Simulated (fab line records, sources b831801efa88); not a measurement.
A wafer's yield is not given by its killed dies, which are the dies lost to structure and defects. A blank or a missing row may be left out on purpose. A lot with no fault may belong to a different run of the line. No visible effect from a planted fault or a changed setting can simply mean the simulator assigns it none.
Chamber matching / flow sky130 / SKY_CONTACT_CMP_04 on cmp-02: 4 sister chambers
The step polishes SiO2. 4 wafers are shown with their chamber, then 8 later ones without.

== WAFERS, EACH WITH ITS CHAMBER ==
wafer=L224.1; chamber=3; motor_current_A (A)=12.9
wafer=L235.3; chamber=0; motor_current_A (A)=11.3
wafer=L233.6; chamber=2; motor_current_A (A)=11.7
wafer=L236.1; chamber=1; motor_current_A (A)=10.1

== WAFERS WHOSE CHAMBER IS MISSING ==
wafer=L236.3; motor_current_A (A)=11.4
wafer=L236.6; motor_current_A (A)=11.0
wafer=L239.1; motor_current_A (A)=13.0
wafer=L239.3; motor_current_A (A)=10.3
wafer=L239.5; motor_current_A (A)=11.7
wafer=L240.3; motor_current_A (A)=11.6
wafer=L240.4; motor_current_A (A)=12.6
wafer=L240.5; motor_current_A (A)=11.3

== CHAMBER TAKEN BY EACH ==
wafer=L236.3; from the rows above=can't be placed: 0 or 2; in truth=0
wafer=L236.6; from the rows above=0; in truth=0
wafer=L239.1; from the rows above=3; in truth=3
wafer=L239.3; from the rows above=1; in truth=1
wafer=L239.5; from the rows above=2; in truth=2
wafer=L240.3; from the rows above=can't be placed: 2 or 0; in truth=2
wafer=L240.4; from the rows above=3; in truth=3
wafer=L240.5; from the rows above=0; in truth=0
Placed correctly: 6 of 8. These rows do not allow placing 2 (true chamber among the candidates in 2). 0 placed wrongly.
How it was worked out, from the rows above alone: a wafer's distance from a chamber is the root of the sum, over the readings, of the square of ((its reading less the chamber's mean) divided by the reading's scatter). If the next closest chamber is less than 2 further off than the closest, the wafer can't be placed; otherwise it belongs to the closest. For every chamber, the mean is computed from those of its wafers that are shown. The scatter: root of mean squared gap, hidden wafer to nearest shown wafer, with one shown wafer a chamber.
